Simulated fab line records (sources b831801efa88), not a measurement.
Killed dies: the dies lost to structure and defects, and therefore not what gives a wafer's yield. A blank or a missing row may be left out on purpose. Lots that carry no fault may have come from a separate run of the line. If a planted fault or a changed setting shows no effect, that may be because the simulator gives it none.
Chamber matching ; flow gf180mcu ; 4 sister chambers for GF_STI_CMP_25 on cmp-01
The step polishes, stops on Si3N4, t overpolish 33 s, target thk 524.6 nm. 8 wafers are shown with their chamber, then 8 later ones without.

== EACH WAFER AND ITS CHAMBER ==
wafer;chamber;motor_current_A (A)
L958.5;3;13.7
L971.3;2;11.7
L972.2;0;13.2
L972.5;2;11.8
L973.1;3;13.5
L973.2;1;10.6
L973.5;0;12.4
L974.4;1;10.4

== WAFERS WHOSE CHAMBER IS MISSING ==
wafer;motor_current_A (A)
L974.5;10.8
L974.6;12.4
L975.4;12.9
L975.5;10.6
L975.6;12.7
L976.1;10.7
L976.4;13.0
L976.5;11.9

== CHAMBER TAKEN BY EACH ==
wafer;from the rows above;in truth
L974.5;1;1
L974.6;can't be placed: 0 or 2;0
L975.4;can't be placed: 0 or 3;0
L975.5;1;1
L975.6;0;0
L976.1;1;1
L976.4;can't be placed: 0 or 3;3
L976.5;2;2
Correct placement for 5 of the 8. Unplaceable from these rows: 3, with the true chamber sitting among the candidates in 3. Number placed wrongly: 0.
How it was worked out, from the rows above alone: a wafer's distance from a chamber is the root of the sum, over the readings, of the square of ((its reading less the chamber's mean) divided by the reading's scatter). If the next closest chamber is less than 2 further off than the closest, the wafer can't be placed; otherwise it belongs to the closest. Each chamber's mean is taken over the wafers shown for it. The scatter: take each reading less its chamber's mean, square it, sum over the shown wafers, divide by the number of wafers less the number of chambers, and take the root.
